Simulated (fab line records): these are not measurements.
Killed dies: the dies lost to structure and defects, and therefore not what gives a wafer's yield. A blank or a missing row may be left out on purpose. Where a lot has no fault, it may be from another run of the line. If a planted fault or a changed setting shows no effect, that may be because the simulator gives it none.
A struck lot beside a sound one	flow gf180mcu	15 steps out of a route of 602
Sound: these wafers, L456.2, L456.5, L456.6. Wafers L470.3, L470.5, L470.6 were the ones struck. Last of all comes the cause.
Each step with rows lists, per side, the tool, then ch with its chambers, then its first start. Under that, the readings that differ: sound wafers	struck wafers	difference of the means	sigmas: that difference in standard deviations of wafers without a fault.
alike: a reading whose means differ by less than 2 such deviations, as well as words and numbers matching on both sides. not compared: withheld readings; readings where some wafer has no value; bounds like >300 that might hide an equal value; numbers whose values overlap and for which the record gives no deviation.
The two part at a step that has a row with sigmas, a row that says differs or no value, or rows on one side only. Numbers that have no deviation but don't overlap get no sigmas and don't part them. Lack of a reading on every wafer of one side parts them only where that side has two or more wafers.

first, 1 step without rows for these wafers: GF_NSD_IMPLANT_10.
GF_NSD_STRIP_11: strips in O2/N2.
  sound on plasmaAsher-01 ch 0,1, day 14 05:25; struck on plasmaAsher-01 ch 0,1, day 19 07:56
  alike: drypumpMotorCurrentA, heaterPowerW, oesProductAu, stripTimeToEndpointS
  not compared: rfHoursCounterH
GF_NSD_TW_MEAS_12:
  sound on filmMetro-02, day 14 05:31; struck on filmMetro-04, day 19 08:02
  alike: NSD_TW
then, 7 steps without rows for these wafers: GF_PSD_DEHYDRATE_00 (time 60 s); GF_PSD_HMDS_01 (prime time 60 s); GF_PSD_COAT_02 (resist thk 1000 nm); GF_PSD_SOFTBAKE_03 (time 60 s); GF_PSD_EXPOSE_04 (exposes mask Pplus, target cd 400 nm); GF_PSD_PEB_05; GF_PSD_DEVELOP_06 (develop time 60 s).
GF_PSD_CD_MEAS_07: target cd 400 nm.
  sound on cdSem-01, day 15 02:27; struck on cdSem-02, day 20 07:44
  alike: cdNm
GF_PSD_OVL_MEAS_08:
  sound on overlay-02, day 15 02:33; struck on overlay-02, day 20 07:50
  alike: PSD_OVL
GF_PSD_IMPLANT_09:
  sound on implanter-04 ch 0, day 15 02:37; struck on implanter-02 ch 0, day 20 07:54
reading	sound	struck	difference	sigmas
doseIonsCm2	1.4979e+15 1.4999e+15 1.4974e+15	1.531e+15 1.5265e+15 1.5272e+15	+2.983e+13	+15
GF_PSD_STRIP_10: strips in O2/N2.
  sound on plasmaAsher-03 ch 0,1, day 15 02:44; struck on plasmaAsher-01 ch 0,1, day 20 08:02
  alike: drypumpMotorCurrentA, heaterPowerW, oesProductAu, stripTimeToEndpointS
  not compared: rfHoursCounterH
-- the record jumps here: 13 days lie between the struck wafers' starts before and after (it left off in module PSD and takes up again in module PASSIVATION, whose first step shown is number 602 of the route) --
GF_PASSIVATION_PROBE_99:
  the record has rows for the struck wafers here (prober-02, day 33 19:20) and none for the sound ones

WHERE THEY PART
Last at GF_PASSIVATION_PROBE_99 as far as this record goes, first at GF_PSD_IMPLANT_09.

WHY: whatever the simulator had introduced
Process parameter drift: implanter-02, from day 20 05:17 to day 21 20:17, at GF_PSD_IMPLANT_09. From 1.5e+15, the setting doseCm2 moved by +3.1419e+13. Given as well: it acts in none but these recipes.
